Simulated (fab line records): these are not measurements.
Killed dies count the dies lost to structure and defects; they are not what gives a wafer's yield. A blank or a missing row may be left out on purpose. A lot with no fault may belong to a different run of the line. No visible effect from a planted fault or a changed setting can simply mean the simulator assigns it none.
Which tool was responsible?	flow gf180mcu	7 lots, 21 wafers sampled, at 1 step of a route of 602

== WHAT THE GAUGES SHOWED, per wafer ==
GF_STI_CD_MEAS_12: target cd 220 nm.
lot	measured	on	cd-nm (nm)
L729	day 2 06:21	cd-sem-01	220.8 220.0 220.3
L733	day 3 03:35	cd-sem-01	222.3 221.6 221.3
L736	day 3 18:53	cd-sem-02	219.4 219.2 218.8
L738	day 4 05:29	cd-sem-01	220.4 220.1 220.1
L740	day 4 15:17	cd-sem-01	220.0 220.3 221.1
L742	day 5 01:08	cd-sem-02	218.2 218.5 219.4
L750	day 6 19:34	cd-sem-01	220.7 220.3 219.8

== WHICH TOOL RAN EACH LOT (tool, then ch and the chambers of the sampled wafers, then the start) ==
The record holds no process step before these readings.

== THE ANSWER, worked out from the rows above alone ==
Rule: the usual values come from the lots themselves. Put in order of their means at a reading, lots are off if they are a third of the lots or fewer, leave a main group of 4 or more, and stand apart from it by a gap of 3 or more times the standard deviation of the main group's means; of several such gaps the widest counts. If all means in a main group match to the digits the tables above print for the reading, that group is not used. A lot without any number at a reading at which 4 lots or more have one is off too. Where the step has rows for the other lots, those lots are counted as sound.
No lot is off on any of the readings shown, so nothing can be concluded from this.

== WHAT WAS PUT IN BY THE SIMULATOR ==
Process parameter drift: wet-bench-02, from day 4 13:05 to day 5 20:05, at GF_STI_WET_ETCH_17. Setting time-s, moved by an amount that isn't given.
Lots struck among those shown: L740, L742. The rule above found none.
